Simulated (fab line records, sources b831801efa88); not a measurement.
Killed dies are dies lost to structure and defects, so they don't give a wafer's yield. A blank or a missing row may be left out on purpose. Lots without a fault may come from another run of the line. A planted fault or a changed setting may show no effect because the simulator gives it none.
fab line records | flow gf180mcu
record lots=5 wafers=15 last_day=34
route steps=602 shown HV_LDD@188
lots that met no fault: from a run of the same line without faults
start_h: hours from the record's first day to the start of the lot's first wafer shown | wait_h: hours since the lot's step before | " the same as in the row above | L1.1+2: a row that stands for several wafers | - no value, or no start given | * or withheld: withheld | < > ~ a bound
route shown NAME@n: a module of which the file shows steps, and the number in the route of the first | usual: mean/standard deviation of fault-free wafers | same: alike in all rows | chamber/n: place in a boat | sites: the reading at each site | _std_site: their standard deviation | _edge_site: outer sites' mean less inner sites' | radius_mm: how far each site lies from the wafer's centre | mask NAME#n: copy n | behind: the tool/chamber that last shaped the wafer | hold: why the lot was held/for how many hours/how that ended | device: the transistor (n, p or np) that didn't switch | end of line: the same wafers' tests at the end of the route | a step without rows: its recipe alone | killed: dies lost to structure and defects at the first sort, not the wafer's yield | map: a wafer's dies, x killed, . not, _ none there
set.NAME: the setting as run; set.NAME@STEP: as run at that earlier step | model.NAME: the simulator's own value behind a step, which no gauge read
lots at some steps of the route; a table a step, a row a wafer
services: from which hour (start_h, from the record's first day; less than 0 if before it) a tool's chamber was out of use, for how many hours, and why
## steps
# step GF_HV_LDD_DEHYDRATE_12
# recipe temp_c=200 time_s=60
# usual exhaust_pa=44.9/0.81
# columns lot.wafer tool chamber start_h wait_h exhaust_pa
L074.3 litho_track-01 0 230.70 8.2 43.7
L074.4 " 0 " " 44.1
L074.6 " 0 " " 44.7
L077.3 litho_track-01 0 248.00 8.3 44.9
L077.5 " 0 " " 45.1
L077.6 " 0 " " 45.0
L079.1 litho_track-02 0 262.48 8.5 44.1
L079.3 " 0 " " 45.5
L079.5 " 0 " " 45.4
L096.2 litho_track-01 0 401.02 11.4 43.4
L096.3 " 0 " " 44.3
L096.5 " 0 " " 43.2
L097.1 litho_track-01 0 403.80 10.9 44.4
L097.3 " 0 " " 43.6
L097.4 " 0 " " 46.1
# step GF_HV_LDD_HMDS_13
# recipe prime_time_s=60 prime_temp_c=120
# usual exhaust_pa=45.0/0.99
# columns lot.wafer tool chamber start_h wait_h exhaust_pa
L074.3 litho_track-01 0 230.85 0.1 44.7
L074.4 " 0 " " 44.1
L074.6 " 0 " " 45.7
L077.3 litho_track-01 0 248.15 0.1 45.7
L077.5 " 0 " " 45.5
L077.6 " 0 " " 46.8
L079.1 litho_track-02 0 262.63 0.1 45.5
L079.3 " 0 " " 46.7
L079.5 " 0 " " 44.5
L096.2 litho_track-01 0 401.17 0.1 44.6
L096.3 " 0 " " 44.7
L096.5 " 0 " " 45.0
L097.1 litho_track-01 0 403.95 0.1 45.4
L097.3 " 0 " " 47.9
L097.4 " 0 " " 46.0
# step GF_HV_LDD_COAT_14
# recipe resist=NOVOLAK spin_rpm=3000 resist_thk_nm=1000
# usual exhaust_pa=44.9/0.88
# columns lot.wafer tool chamber start_h wait_h exhaust_pa
L074.3 litho_track-01 0 231.00 0.1 45.4
L074.4 " 0 " " 47.9
L074.6 " 0 " " 44.9
L077.3 litho_track-01 0 248.30 0.1 43.3
L077.5 " 0 " " 43.9
L077.6 " 0 " " 44.1
L079.1 litho_track-02 0 262.78 0.1 46.5
L079.3 " 0 " " 45.9
L079.5 " 0 " " 44.9
L096.2 litho_track-01 0 401.32 0.1 45.8
L096.3 " 0 " " 43.6
L096.5 " 0 " " 44.7
L097.1 litho_track-01 0 404.10 0.1 43.6
L097.3 " 0 " " 42.6
L097.4 " 0 " " 44.9
# step GF_HV_LDD_SOFTBAKE_15
# recipe temp_c=90 time_s=60 resist=NOVOLAK
# usual exhaust_pa=44.8/0.89
# columns lot.wafer tool chamber start_h wait_h exhaust_pa
L074.3 litho_track-01 0 231.15 0.1 46.2
L074.4 " 0 " " 45.0
L074.6 " 0 " " 46.0
L077.3 litho_track-01 0 248.45 0.1 44.7
L077.5 " 0 " " 45.0
L077.6 " 0 " " 46.0
L079.1 litho_track-02 0 262.93 0.1 43.8
L079.3 " 0 " " 44.9
L079.5 " 0 " " 44.6
L096.2 litho_track-01 0 401.47 0.1 44.4
L096.3 " 0 " " 44.8
L096.5 " 0 " " 44.3
L097.1 litho_track-01 0 404.25 0.1 45.4
L097.3 " 0 " " 43.8
L097.4 " 0 " " 44.3
# step GF_HV_LDD_EXPOSE_16
# recipe mask_id=Pplus_LV_AREA target_cd_nm=400 na=0.6 source_shape=conventional sigma_outer=0.6 dose_mj=140
# usual stage_vel_mm_s=500.06/0.25
# columns lot.wafer tool chamber start_h wait_h mask stage_vel_mm_s
L074.3 iline_stepper-02 0 - - Pplus_LV_AREA#0 499.75
L074.4 " 0 " " Pplus_LV_AREA#0 499.83
L074.6 " 0 " " Pplus_LV_AREA#0 500.05
L077.3 iline_stepper-01 0 - - Pplus_LV_AREA#0 500.01
L077.5 " 0 " " Pplus_LV_AREA#0 499.86
L077.6 " 0 " " Pplus_LV_AREA#0 500.18
L079.1 iline_stepper-01 0 - - Pplus_LV_AREA#0 499.84
L079.3 " 0 " " Pplus_LV_AREA#0 499.83
L079.5 " 0 " " Pplus_LV_AREA#0 500.25
L096.2 iline_stepper-01 0 - - Pplus_LV_AREA#0 499.61
L096.3 " 0 " " Pplus_LV_AREA#0 499.64
L096.5 " 0 " " Pplus_LV_AREA#0 499.77
L097.1 iline_stepper-02 0 - - Pplus_LV_AREA#0 499.79
L097.3 " 0 " " Pplus_LV_AREA#0 499.69
L097.4 " 0 " " Pplus_LV_AREA#0 499.95
# step GF_HV_LDD_PEB_17
# recipe temp_c=withheld time_s=* resist=NOVOLAK
# usual exhaust_pa=45.1/0.84
# columns lot.wafer tool chamber start_h wait_h exhaust_pa
L074.3 litho_track-03 0 - - 46.3
L074.4 " 0 " " 46.0
L074.6 " 0 " " 44.5
L077.3 litho_track-02 0 - - 45.7
L077.5 " 0 " " 45.3
L077.6 " 0 " " 46.3
L079.1 litho_track-03 0 - - 46.7
L079.3 " 0 " " 46.2
L079.5 " 0 " " 47.1
L096.2 litho_track-03 0 - - 45.8
L096.3 " 0 " " 44.6
L096.5 " 0 " " 45.7
L097.1 litho_track-01 0 - - 44.8
L097.3 " 0 " " 44.2
L097.4 " 0 " " 45.6
# step GF_HV_LDD_DEVELOP_18
# recipe develop_time_s=60 dev_temp_c=23
# usual exhaust_pa=45.0/0.88
# columns lot.wafer tool chamber start_h wait_h exhaust_pa
L074.3 litho_track-03 0 240.34 0.1 45.0
L074.4 " 0 " " 45.6
L074.6 " 0 " " 45.5
L077.3 litho_track-02 0 257.88 0.1 44.7
L077.5 " 0 " " 44.6
L077.6 " 0 " " 44.1
L079.1 litho_track-03 0 272.54 0.1 44.4
L079.3 " 0 " " 45.9
L079.5 " 0 " " 44.8
L096.2 litho_track-03 0 412.36 0.1 44.3
L096.3 " 0 " " 44.6
L096.5 " 0 " " 44.4
L097.1 litho_track-01 0 415.70 0.1 43.4
L097.3 " 0 " " 46.1
L097.4 " 0 " " 45.4
# step GF_HV_LDD_CD_MEAS_19
# recipe target_cd_nm=400
# usual cd_nm=399.2/2.3
# columns lot.wafer tool chamber start_h wait_h cd_nm
L074.3 cd_sem-01 - 240.48 0.1 403.5
L074.4 " - " " 401.5
L074.6 " - " " 401.8
L077.3 cd_sem-01 - 258.02 0.1 396.5
L077.5 " - " " 398.6
L077.6 " - " " 396.1
L079.1 cd_sem-02 - 272.69 0.1 398.2
L079.3 " - " " 398.4
L079.5 " - " " 397.1
L096.2 cd_sem-01 - 412.51 0.1 400.8
L096.3 " - " " 399.1
L096.5 " - " " 400.9
L097.1 cd_sem-01 - 415.85 0.1 399.4
L097.3 " - " " 399.4
L097.4 " - " " 400.9
# step GF_HV_LDD_OVL_MEAS_20
# usual HV_LDD_01_OVL=0.4/1.4
# columns lot.wafer tool chamber start_h wait_h HV_LDD_01_OVL[nm]
L074.3 overlay-02 - 240.57 0.1 -0.4
L074.4 " - " " -0.9
L074.6 " - " " -0.8
L077.3 overlay-01 - 258.11 0.1 -0.4
L077.5 " - " " -0.8
L077.6 " - " " 0.9
L079.1 overlay-02 - 272.81 0.1 -0.6
L079.3 " - " " -0.4
L079.5 " - " " -0.4
L096.2 overlay-01 - 412.61 0.1 1.7
L096.3 " - " " 3.3
L096.5 " - " " 3.1
L097.1 overlay-01 - 415.97 0.1 1.5
L097.3 " - " " 0.4
L097.4 " - " " 0.4
# step GF_HV_LDD_IMPLANT_21
# recipe species=BF2 energy_kev=25 dose_cm2=5e+13 tilt_deg=7
# usual tilt_deg=6.993/0.023
# columns lot.wafer tool chamber start_h wait_h tilt_deg
L074.3 implanter-02 0 240.64 0.1 7.008
L074.4 " 0 " " 6.967
L074.6 " 0 " " 6.950
L077.3 implanter-02 0 258.19 0.1 6.999
L077.5 " 0 " " 6.990
L077.6 " 0 " " 6.984
L079.1 implanter-02 0 272.84 0.0 7.010
L079.3 " 0 " " 7.017
L079.5 " 0 " " 7.028
L096.2 implanter-04 0 412.67 0.0 7.000
L096.3 " 0 " " 7.018
L096.5 " 0 " " 7.026
L097.1 implanter-02 0 416.00 0.0 6.964
L097.3 " 0 " " 6.982
L097.4 " 0 " " 6.977
# step GF_HV_LDD_STRIP_22
# recipe chemistry=O2/N2 power_w=1400 pressure_mtorr=1500 platen_temp_c=250 o2_flow_sccm=3000 n2_flow_sccm=300 overash_fraction=0.5
# usual drypump_motor_current_A=5.8/0.44 heater_power_w=322/33 n2_flow_sccm=300.0/0.93 oes_product_au=0.715/0.0045 strip_time_to_endpoint_s=12.62/0.039
# columns lot.wafer tool chamber start_h wait_h drypump_motor_current_A heater_power_w n2_flow_sccm oes_product_au rf_hours_counter_h strip_time_to_endpoint_s
L074.3 plasma_asher-01 0 240.78 0.1 6.5 377 299.0 0.719 - 12.54
L074.4 " 1 " " 5.8 307 300.6 0.716 - 12.58
L074.6 " 1 " " 5.8 300 301.9 0.718 - 12.56
L077.3 plasma_asher-01 1 258.32 0.1 5.8 310 299.0 0.714 - 12.58
L077.5 " 1 " " 5.8 300 299.1 0.712 - 12.61
L077.6 " 0 " " 6.5 369 299.0 0.711 - 12.58
L079.1 plasma_asher-01 1 272.99 0.1 5.8 303 299.4 0.721 62 12.61
L079.3 " 0 " " 6.5 373 300.5 0.718 - 12.57
L079.5 " 0 " " 6.5 374 301.3 0.721 - 12.58
L096.2 plasma_asher-01 1 412.79 0.1 5.8 306 299.3 0.719 77 12.61
L096.3 " 1 " " 5.8 299 299.5 0.713 - 12.65
L096.5 " 0 " " 6.5 373 299.4 0.716 - 12.65
L097.1 plasma_asher-04 1 416.15 0.1 5.8 279 301.7 0.720 82 12.64
L097.3 " 0 " " 5.2 320 299.7 0.718 - 12.65
L097.4 " 1 " " 5.8 271 300.7 0.721 - 12.60
# step GF_HV_LDD_TW_MEAS_23
# usual HV_LDD_2_TW=1054/14
# columns lot.wafer tool chamber start_h wait_h HV_LDD_2_TW
L074.3 film_metro-02 - 240.86 0.1 1066
L074.4 " - " " 1071
L074.6 " - " " 1068
L077.3 film_metro-04 - 258.41 0.1 1040
L077.5 " - " " 1040
L077.6 " - " " 1035
L079.1 film_metro-03 - 273.09 0.1 1067
L079.3 " - " " 1066
L079.5 " - " " 1067
L096.2 film_metro-04 - 412.90 0.1 1040
L096.3 " - " " 1035
L096.5 " - " " 1035
L097.1 film_metro-03 - 416.25 0.1 1068
L097.3 " - " " 1063
L097.4 " - " " 1068
# step GF_HV_LDD_DEHYDRATE_24
# recipe temp_c=200 time_s=60
# usual exhaust_pa=45.1/0.91
# columns lot.wafer tool chamber start_h wait_h exhaust_pa
L074.3 litho_track-01 0 249.55 8.7 44.9
L074.4 " 0 " " 45.0
L074.6 " 0 " " 44.8
L077.3 litho_track-03 0 267.64 9.2 45.8
L077.5 " 0 " " 45.2
L077.6 " 0 " " 44.9
L079.1 litho_track-02 0 282.68 9.6 47.0
L079.3 " 0 " " 46.0
L079.5 " 0 " " 45.9
L096.2 litho_track-03 0 424.16 11.2 45.4
L096.3 " 0 " " 45.6
L096.5 " 0 " " 45.6
L097.1 litho_track-02 0 427.73 11.5 44.4
L097.3 " 0 " " 44.0
L097.4 " 0 " " 44.2
# step GF_HV_LDD_HMDS_25
# recipe prime_time_s=60 prime_temp_c=120
# usual exhaust_pa=45.2/0.98
# columns lot.wafer tool chamber start_h wait_h exhaust_pa
L074.3 litho_track-01 0 249.70 0.1 45.5
L074.4 " 0 " " 47.0
L074.6 " 0 " " 44.0
L077.3 litho_track-03 0 267.79 0.1 45.5
L077.5 " 0 " " 43.6
L077.6 " 0 " " 45.5
L079.1 litho_track-02 0 282.83 0.1 45.0
L079.3 " 0 " " 46.0
L079.5 " 0 " " 44.6
L096.2 litho_track-03 0 424.31 0.1 43.6
L096.3 " 0 " " 44.8
L096.5 " 0 " " 43.3
L097.1 litho_track-02 0 427.88 0.1 44.6
L097.3 " 0 " " 44.7
L097.4 " 0 " " 44.7
# step GF_HV_LDD_COAT_26
# recipe resist=NOVOLAK spin_rpm=3000 resist_thk_nm=1000
# usual exhaust_pa=44.9/0.76
# columns lot.wafer tool chamber start_h wait_h exhaust_pa
L074.3 litho_track-01 0 249.85 0.1 44.4
L074.4 " 0 " " 44.2
L074.6 " 0 " " 44.1
L077.3 litho_track-03 0 267.94 0.1 45.0
L077.5 " 0 " " 44.5
L077.6 " 0 " " 44.0
L079.1 litho_track-02 0 282.98 0.1 45.0
L079.3 " 0 " " 44.7
L079.5 " 0 " " 44.7
L096.2 litho_track-03 0 424.46 0.1 44.5
L096.3 " 0 " " 45.6
L096.5 " 0 " " 44.8
L097.1 litho_track-02 0 428.03 0.1 44.5
L097.3 " 0 " " 45.4
L097.4 " 0 " " 44.2
# step GF_HV_LDD_SOFTBAKE_27
# recipe temp_c=90 time_s=60 resist=NOVOLAK
# usual exhaust_pa=45.2/0.86
# columns lot.wafer tool chamber start_h wait_h exhaust_pa
L074.3 litho_track-01 0 250.00 0.1 45.0
L074.4 " 0 " " 45.1
L074.6 " 0 " " 44.6
L077.3 litho_track-03 0 268.09 0.1 45.4
L077.5 " 0 " " 45.9
L077.6 " 0 " " 45.8
L079.1 litho_track-02 0 283.13 0.1 44.5
L079.3 " 0 " " 45.8
L079.5 " 0 " " 46.5
L096.2 litho_track-03 0 424.61 0.1 44.2
L096.3 " 0 " " 44.9
L096.5 " 0 " " 45.0
L097.1 litho_track-02 0 428.18 0.1 44.4
L097.3 " 0 " " 44.5
L097.4 " 0 " " 44.8
# step GF_HV_LDD_EXPOSE_28
# recipe mask_id=Nplus_HV_AREA target_cd_nm=400 na=0.6 source_shape=conventional sigma_outer=0.6 dose_mj=140
# usual stage_vel_mm_s=500.01/0.26
# columns lot.wafer tool chamber start_h wait_h mask stage_vel_mm_s
L074.3 iline_stepper-02 0 - - Nplus_HV_AREA#0 500.20
L074.4 " 0 " " Nplus_HV_AREA#0 499.72
L074.6 " 0 " " Nplus_HV_AREA#0 499.72
L077.3 iline_stepper-02 0 - - Nplus_HV_AREA#0 499.73
L077.5 " 0 " " Nplus_HV_AREA#0 500.04
L077.6 " 0 " " Nplus_HV_AREA#0 500.01
L079.1 iline_stepper-01 0 - - Nplus_HV_AREA#0 499.72
L079.3 " 0 " " Nplus_HV_AREA#0 499.54
L079.5 " 0 " " Nplus_HV_AREA#0 499.77
L096.2 iline_stepper-02 0 - - Nplus_HV_AREA#0 500.14
L096.3 " 0 " " Nplus_HV_AREA#0 499.92
L096.5 " 0 " " Nplus_HV_AREA#0 500.19
L097.1 iline_stepper-01 0 - - Nplus_HV_AREA#0 499.92
L097.3 " 0 " " Nplus_HV_AREA#0 500.02
L097.4 " 0 " " Nplus_HV_AREA#0 499.85
# step GF_HV_LDD_PEB_29
# recipe temp_c=withheld time_s=* resist=NOVOLAK
# usual exhaust_pa=45.0/0.85
# columns lot.wafer tool chamber start_h wait_h exhaust_pa
L074.3 litho_track-02 0 - - 44.7
L074.4 " 0 " " 44.0
L074.6 " 0 " " 43.3
L077.3 litho_track-03 0 - - 45.5
L077.5 " 0 " " 45.9
L077.6 " 0 " " 45.5
L079.1 litho_track-01 0 - - 45.7
L079.3 " 0 " " 46.5
L079.5 " 0 " " 46.3
L096.2 litho_track-03 0 - - 44.6
L096.3 " 0 " " 44.9
L096.5 " 0 " " 46.2
L097.1 litho_track-02 0 - - 45.6
L097.3 " 0 " " 45.6
L097.4 " 0 " " 45.2
# step GF_HV_LDD_DEVELOP_30
# recipe develop_time_s=60 dev_temp_c=23
# usual exhaust_pa=44.9/0.88
# columns lot.wafer tool chamber start_h wait_h exhaust_pa
L074.3 litho_track-02 0 259.48 0.1 44.1
L074.4 " 0 " " 44.9
L074.6 " 0 " " 44.0
L077.3 litho_track-03 0 277.84 0.1 44.8
L077.5 " 0 " " 45.7
L077.6 " 0 " " 45.1
L079.1 litho_track-01 0 292.90 0.1 45.9
L079.3 " 0 " " 45.6
L079.5 " 0 " " 46.3
L096.2 litho_track-03 0 436.71 0.1 44.1
L096.3 " 0 " " 44.6
L096.5 " 0 " " 44.9
L097.1 litho_track-02 0 440.08 0.1 44.7
L097.3 " 0 " " 44.5
L097.4 " 0 " " 45.3
# step GF_HV_LDD_CD_MEAS_31
# recipe target_cd_nm=400
# usual cd_nm=399.5/2.6
# columns lot.wafer tool chamber start_h wait_h cd_nm
L074.3 cd_sem-02 - 259.62 0.1 397.2
L074.4 " - " " 396.1
L074.6 " - " " 395.5
L077.3 cd_sem-01 - 277.98 0.1 399.7
L077.5 " - " " 400.4
L077.6 " - " " 399.4
L079.1 cd_sem-01 - 293.05 0.1 400.5
L079.3 " - " " 401.3
L079.5 " - " " 399.6
L096.2 cd_sem-01 - 436.85 0.1 397.5
L096.3 " - " " 399.7
L096.5 " - " " 400.7
L097.1 cd_sem-01 - 440.23 0.1 401.0
L097.3 " - " " 399.8
L097.4 " - " " 399.4
# step GF_HV_LDD_OVL_MEAS_32
# usual HV_LDD_02_OVL=-0.7/1.2
# columns lot.wafer tool chamber start_h wait_h HV_LDD_02_OVL[nm]
L074.3 overlay-01 - 259.71 0.1 0.1
L074.4 " - " " -0.3
L074.6 " - " " 0.8
L077.3 overlay-02 - 278.07 0.1 -0.6
L077.5 " - " " 0.5
L077.6 " - " " -1.0
L079.1 overlay-01 - 293.17 0.1 -0.2
L079.3 " - " " 0.1
L079.5 " - " " 1.2
L096.2 overlay-01 - 436.96 0.1 -0.7
L096.3 " - " " 0.5
L096.5 " - " " -0.5
L097.1 overlay-02 - 440.35 0.1 -0.7
L097.3 " - " " -0.6
L097.4 " - " " -1.2
# step GF_HV_LDD_IMPLANT_33
# recipe species=P energy_kev=60 dose_cm2=7.5e+12 tilt_deg=30 rotation_deg=0
# usual tilt_deg=30.001/0.02
# columns lot.wafer tool chamber start_h wait_h tilt_deg
L074.3 implanter-02 0 259.79 0.1 30.006
L074.4 " 0 " " 29.984
L074.6 " 0 " " 29.997
L077.3 implanter-02 0 278.14 0.1 29.993
L077.5 " 0 " " 29.989
L077.6 " 0 " " 30.025
L079.1 implanter-02 0 293.21 0.0 29.992
L079.3 " 0 " " 30.003
L079.5 " 0 " " 29.994
L096.2 implanter-04 0 437.02 0.0 30.007
L096.3 " 0 " " 29.976
L096.5 " 0 " " 30.009
L097.1 implanter-03 0 440.38 0.0 30.000
L097.3 " 0 " " 29.994
L097.4 " 0 " " 30.039
# step GF_HV_LDD_IMPLANT_34
# recipe species=P energy_kev=60 dose_cm2=7.5e+12 tilt_deg=30 rotation_deg=90
# usual tilt_deg=29.994/0.021
# columns lot.wafer tool chamber start_h wait_h tilt_deg
L074.3 implanter-02 0 259.94 0.1 29.995
L074.4 " 0 " " 29.986
L074.6 " 0 " " 29.979
L077.3 implanter-02 0 278.29 0.1 29.974
L077.5 " 0 " " 29.985
L077.6 " 0 " " 29.972
L079.1 implanter-02 0 293.36 0.1 29.998
L079.3 " 0 " " 29.998
L079.5 " 0 " " 29.987
L096.2 implanter-04 0 437.17 0.1 29.987
L096.3 " 0 " " 30.011
L096.5 " 0 " " 30.030
L097.1 implanter-03 0 440.53 0.1 30.017
L097.3 " 0 " " 30.002
L097.4 " 0 " " 30.058
# step GF_HV_LDD_IMPLANT_35
# recipe species=P energy_kev=60 dose_cm2=7.5e+12 tilt_deg=30 rotation_deg=180
# usual tilt_deg=29.997/0.022
# columns lot.wafer tool chamber start_h wait_h tilt_deg
L074.3 implanter-02 0 260.09 0.1 30.020
L074.4 " 0 " " 29.995
L074.6 " 0 " " 30.010
L077.3 implanter-02 0 278.44 0.1 29.998
L077.5 " 0 " " 30.015
L077.6 " 0 " " 30.030
L079.1 implanter-02 0 293.51 0.1 29.977
L079.3 " 0 " " 30.008
L079.5 " 0 " " 29.985
L096.2 implanter-04 0 437.32 0.1 30.016
L096.3 " 0 " " 29.992
L096.5 " 0 " " 30.016
L097.1 implanter-03 0 440.68 0.1 30.006
L097.3 " 0 " " 29.977
L097.4 " 0 " " 29.963
# step GF_HV_LDD_IMPLANT_36
# recipe species=P energy_kev=60 dose_cm2=7.5e+12 tilt_deg=30 rotation_deg=270
# usual tilt_deg=30.003/0.019
# columns lot.wafer tool chamber start_h wait_h tilt_deg
L074.3 implanter-02 0 260.24 0.1 30.020
L074.4 " 0 " " 29.967
L074.6 " 0 " " 29.980
L077.3 implanter-02 0 278.59 0.1 30.008
L077.5 " 0 " " 30.009
L077.6 " 0 " " 29.984
L079.1 implanter-02 0 293.66 0.1 30.016
L079.3 " 0 " " 30.007
L079.5 " 0 " " 29.975
L096.2 implanter-04 0 437.47 0.1 30.003
L096.3 " 0 " " 29.968
L096.5 " 0 " " 29.983
L097.1 implanter-03 0 440.83 0.1 30.004
L097.3 " 0 " " 29.988
L097.4 " 0 " " 30.017
# step GF_HV_LDD_STRIP_37
# recipe chemistry=O2/N2 power_w=1400 pressure_mtorr=1500 platen_temp_c=250 o2_flow_sccm=3000 n2_flow_sccm=300 overash_fraction=0.5
# usual drypump_motor_current_A=5.8/0.41 heater_power_w=326/31 n2_flow_sccm=300.0/0.9 oes_product_au=0.716/0.0046 strip_time_to_endpoint_s=12.627/0.029
# columns lot.wafer tool chamber start_h wait_h drypump_motor_current_A heater_power_w n2_flow_sccm oes_product_au rf_hours_counter_h strip_time_to_endpoint_s
L074.3 plasma_asher-04 1 260.37 0.1 5.9 271 300.3 0.707 - 12.572
L074.4 " 0 " " 5.2 324 299.7 0.715 - 12.572
L074.6 " 1 " " 5.9 278 301.2 0.719 - 12.581
L077.3 plasma_asher-03 0 278.73 0.1 5.8 315 298.9 0.718 - 12.631
L077.5 " 1 " " 5.6 343 299.7 0.714 - 12.615
L077.6 " 0 " " 5.8 319 299.7 0.718 - 12.606
L079.1 plasma_asher-01 0 293.81 0.1 6.5 383 300.6 0.716 65 12.607
L079.3 " 0 " " 6.5 388 300.2 0.720 - 12.651
L079.5 " 0 " " 6.5 370 299.7 0.712 - 12.645
L096.2 plasma_asher-04 1 437.59 0.1 5.8 275 300.1 0.718 85 12.604
L096.3 " 1 " " 5.8 278 300.7 0.721 - 12.623
L096.5 " 1 " " 5.8 272 300.0 0.720 - 12.630
L097.1 plasma_asher-01 0 440.98 0.1 6.5 361 299.6 0.718 1 12.676
L097.3 " 0 " " 6.5 363 300.0 0.712 - 12.632
L097.4 " 1 " " 5.8 320 299.9 0.717 - 12.649
# step GF_HV_LDD_TW_MEAS_38
# usual HV_LDD_3_TW=1446/16
# columns lot.wafer tool chamber start_h wait_h HV_LDD_3_TW
L074.3 film_metro-03 - 260.46 0.1 1444
L074.4 " - " " 1444
L074.6 " - " " 1445
L077.3 film_metro-04 - 278.81 0.1 1416
L077.5 " - " " 1422
L077.6 " - " " 1409
L079.1 film_metro-03 - 293.91 0.1 1455
L079.3 " - " " 1454
L079.5 " - " " 1454
L096.2 film_metro-02 - 437.70 0.1 1455
L096.3 " - " " 1457
L096.5 " - " " 1455
L097.1 film_metro-03 - 441.08 0.1 1457
L097.3 " - " " 1461
L097.4 " - " " 1452
# step GF_HV_LDD_DEHYDRATE_39
# recipe temp_c=200 time_s=60
# usual exhaust_pa=45.0/0.96
# columns lot.wafer tool chamber start_h wait_h exhaust_pa
L074.3 litho_track-01 0 269.00 8.5 44.3
L074.4 " 0 " " 44.7
L074.6 " 0 " " 45.2
L077.3 litho_track-03 0 288.14 9.3 44.0
L077.5 " 0 " " 44.6
L077.6 " 0 " " 44.9
L079.1 litho_track-02 0 303.98 10.1 44.7
L079.3 " 0 " " 45.0
L079.5 " 0 " " 46.3
L096.2 litho_track-03 0 449.86 12.1 46.1
L096.3 " 0 " " 45.4
L096.5 " 0 " " 44.3
L097.1 litho_track-03 0 453.08 12.0 45.1
L097.3 " 0 " " 43.8
L097.4 " 0 " " 44.3
## services
# columns tool chamber start_h hours kind
implanter-03 - 229.52 18.9 repair
iline_stepper-02 - 238.37 3.2 repair
iline_stepper-01 - 272.94 1.7 pm
plasma_asher-03 - 280.49 16.2 pm
iline_stepper-01 - 299.38 2.1 pm
iline_stepper-01 - 301.46 - consumable_replace:lamp
iline_stepper-02 - 319.40 2.1 pm
iline_stepper-02 - 327.23 0.8 pm
implanter-03 - 336.41 3.3 repair
iline_stepper-02 - 339.98 1.7 pm
implanter-03 - 357.60 1.8 repair
plasma_asher-03 - 360.69 10.0 repair
iline_stepper-01 - 361.85 3.7 repair
plasma_asher-03 - 381.80 1.7 repair
implanter-04 - 389.88 2.9 repair
implanter-04 - 396.34 3.8 pm
implanter-02 - 410.59 5.2 repair
plasma_asher-01 - 421.25 9.0 pm
plasma_asher-01 0 421.25 9.0 vent_cycle
plasma_asher-01 1 421.25 9.0 vent_cycle
iline_stepper-02 - 426.27 1.0 repair
plasma_asher-01 0 430.25 - clean
plasma_asher-01 1 430.25 - clean
implanter-03 - 444.46 0.6 repair
## key
fault none
